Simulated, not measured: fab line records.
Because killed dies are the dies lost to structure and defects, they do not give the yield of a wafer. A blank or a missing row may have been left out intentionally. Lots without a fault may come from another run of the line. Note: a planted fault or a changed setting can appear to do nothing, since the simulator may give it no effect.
8D (eight disciplines) problem report, filled in by code    flow sky130    the parts of the form that need people (team, actions taken, sign-off) are left out

1. WHAT WENT WRONG
Wafers without a fault read 125.9 s, standard deviation 0.38; run-length-s at SKY_FIELD_ISO_ETCH_17 reads a mean of 117.2 s on 2 wafers belonging to 2 lots. Measured from the usual mean, that is -23 standard deviations.
The step: etches Si in HBr/Cl2/O2, target depth 342 nm, time 97.7 s.
Seen first at day 4 13:30 on rie-si-01, wafer L490.4. The record has a number at this step for 18 wafers belonging to 6 lots. By rule, "out" or "out of limits" means more than 4 standard deviations away from the usual mean. The rest of the wafers with a number are treated as sound.

2. WHAT THIS IS AND IS NOT
question                     is                is not
which readings at this step  run-length-s      drypump-motor-current-A, oes-product-au
which lots                   L490, L491        L481, L492, L493, L502
which wafers of those lots   L490.4, L491.4    L490.1, L490.6, L491.2, L491.3
read on which tools          rie-si-01         rie-si-02
when                         from day 4 13:30  up to then (5 sound wafers); but 11 sound wafers of L491, L492, L493, L502 came after

3. WHAT RULES OUT EACH SUSPECT
Counting: any tool at a process step up to the reading remains a suspect provided it ran every lot that is out. Sound lots after the first of them don't rule it out here, since some wafers of a struck lot are sound.
- plasma-asher-04 at SKY_FIELD_ISO_STRIP_16 (strips in O2/N2): kept. It ran every lot that is out, first L490 (day 4 13:24).
- rie-si-01 at SKY_FIELD_ISO_ETCH_17 (etches Si in HBr/Cl2/O2, target depth 342 nm, time 97.7 s): kept. Ran every lot that is out, first one L490 (day 4 13:30); last sound lot up to then L481 (day 2 16:18). On those wafers its own readings are out: run-length-s.
- In rie-si-01 at SKY_FIELD_ISO_ETCH_17, the wafers that are out were processed in chamber 3 and their sound lot-mates in chambers 0, 1, 2.
Remaining after the count are plasma-asher-04 at SKY_FIELD_ISO_STRIP_16 and rie-si-01 at SKY_FIELD_ISO_ETCH_17.

4. THE CAUSE (what the simulator had put in)
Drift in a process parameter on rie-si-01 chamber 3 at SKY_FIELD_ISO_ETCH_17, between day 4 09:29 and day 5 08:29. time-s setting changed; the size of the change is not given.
2 suspects survive the count, and this tool is in that group.

5. THE CHAIN OF EFFECTS, in route order
Each row: a reading where the mean over the struck wafers with a number is more than 3 standard deviations away from the usual. Scope: only readings with a usual standard deviation given in the record; hours: median across lots of the time from each lot's start at the first step in this table that gives one to its start at this step; sigmas: change in usual standard deviations.
hours  step                   reading       usual    on struck wafers  change  sigmas
0      SKY_FIELD_ISO_ETCH_17  run-length-s  125.9 s  117.2             -8.8    -23
Its process steps:
- SKY_FIELD_ISO_ETCH_17: etches Si in HBr/Cl2/O2, target depth 342 nm, time 97.7 s.
Readings that are blank on the struck wafers while sound wafers have them: bias-w at SKY_FIELD_ISO_ETCH_17.

6. HOW IT WOULD HAVE BEEN CAUGHT EARLIER
First out-of-limits reading in this record: day 4 13:30, which is 4 hours after fault onset at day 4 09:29.
